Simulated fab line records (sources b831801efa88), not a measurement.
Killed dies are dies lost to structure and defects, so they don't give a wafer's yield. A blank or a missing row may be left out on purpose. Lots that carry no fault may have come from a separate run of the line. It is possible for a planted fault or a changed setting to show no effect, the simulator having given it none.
Chamber matching || flow sky130 || hdpcvd-02 running SKY_FIELD_ISO_CVD_24: 3 sister chambers
The step deposits SiO2, target thk 595 nm, time 99.2 s. 15 wafers are shown with their chamber, then 7 later ones without.

== EACH WAFER AND ITS CHAMBER ==
{"wafer": "L822.1", "chamber": 0, "sih4 flow sccm (sccm)": 60.08}
{"wafer": "L822.4", "chamber": 0, "sih4 flow sccm (sccm)": 60.19}
{"wafer": "L822.6", "chamber": 2, "sih4 flow sccm (sccm)": 60.24}
{"wafer": "L824.1", "chamber": 0, "sih4 flow sccm (sccm)": 60.12}
{"wafer": "L824.2", "chamber": 2, "sih4 flow sccm (sccm)": 60.24}
{"wafer": "L824.6", "chamber": 0, "sih4 flow sccm (sccm)": 59.82}
{"wafer": "L826.3", "chamber": 0, "sih4 flow sccm (sccm)": 59.94}
{"wafer": "L826.4", "chamber": 2, "sih4 flow sccm (sccm)": 60.08}
{"wafer": "L826.5", "chamber": 0, "sih4 flow sccm (sccm)": 60.02}
{"wafer": "L827.3", "chamber": 0, "sih4 flow sccm (sccm)": 59.74}
{"wafer": "L827.4", "chamber": 1, "sih4 flow sccm (sccm)": 60.21}
{"wafer": "L827.5", "chamber": 2, "sih4 flow sccm (sccm)": 59.84}
{"wafer": "L828.1", "chamber": 2, "sih4 flow sccm (sccm)": 59.74}
{"wafer": "L828.2", "chamber": 0, "sih4 flow sccm (sccm)": 60.08}
{"wafer": "L828.5", "chamber": 2, "sih4 flow sccm (sccm)": 59.69}

SIGNATURES (means of the wafers above)
{"reading": "sih4 flow sccm", "chamber 0": 59.9988, "chamber 1": 60.2100, "chamber 2": 59.9717, "scatter within a chamber": 0.199}
Rule: for a wafer and a chamber, the distance is found by dividing, reading by reading, the gap between the wafer's reading and the chamber's mean by the reading's scatter, squaring, summing and taking the root. If the next closest chamber is less than 2 further off than the closest, the wafer can't be placed; otherwise it belongs to the closest. The scatter: the root of (the sum of the squares of (reading less its chamber's mean) over the shown wafers, divided by (wafers less chambers)).

== WAFERS WITH NO CHAMBER GIVEN ==
{"wafer": "L829.2", "sih4 flow sccm (sccm)": 60.12}
{"wafer": "L840.2", "sih4 flow sccm (sccm)": 59.71}
{"wafer": "L840.3", "sih4 flow sccm (sccm)": 59.88}
{"wafer": "L840.5", "sih4 flow sccm (sccm)": 59.69}
{"wafer": "L842.2", "sih4 flow sccm (sccm)": 60.17}
{"wafer": "L842.3", "sih4 flow sccm (sccm)": 59.98}
{"wafer": "L842.5", "sih4 flow sccm (sccm)": 59.95}

== WHICH CHAMBER EACH ONE RAN IN ==
{"wafer": "L829.2", "from the rows above": "can't be placed: 1 or 0 or 2", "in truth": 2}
{"wafer": "L840.2", "from the rows above": "can't be placed: 2 or 0 or 1", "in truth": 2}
{"wafer": "L840.3", "from the rows above": "can't be placed: 2 or 0 or 1", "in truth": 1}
{"wafer": "L840.5", "from the rows above": "can't be placed: 2 or 0 or 1", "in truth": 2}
{"wafer": "L842.2", "from the rows above": "can't be placed: 1 or 0 or 2", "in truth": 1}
{"wafer": "L842.3", "from the rows above": "can't be placed: 2 or 0 or 1", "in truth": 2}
{"wafer": "L842.5", "from the rows above": "can't be placed: 2 or 0 or 1", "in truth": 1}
Correctly placed: 0 of 7. Unplaceable from these rows: 7, with the true chamber sitting among the candidates in 7. 0 placed wrongly.
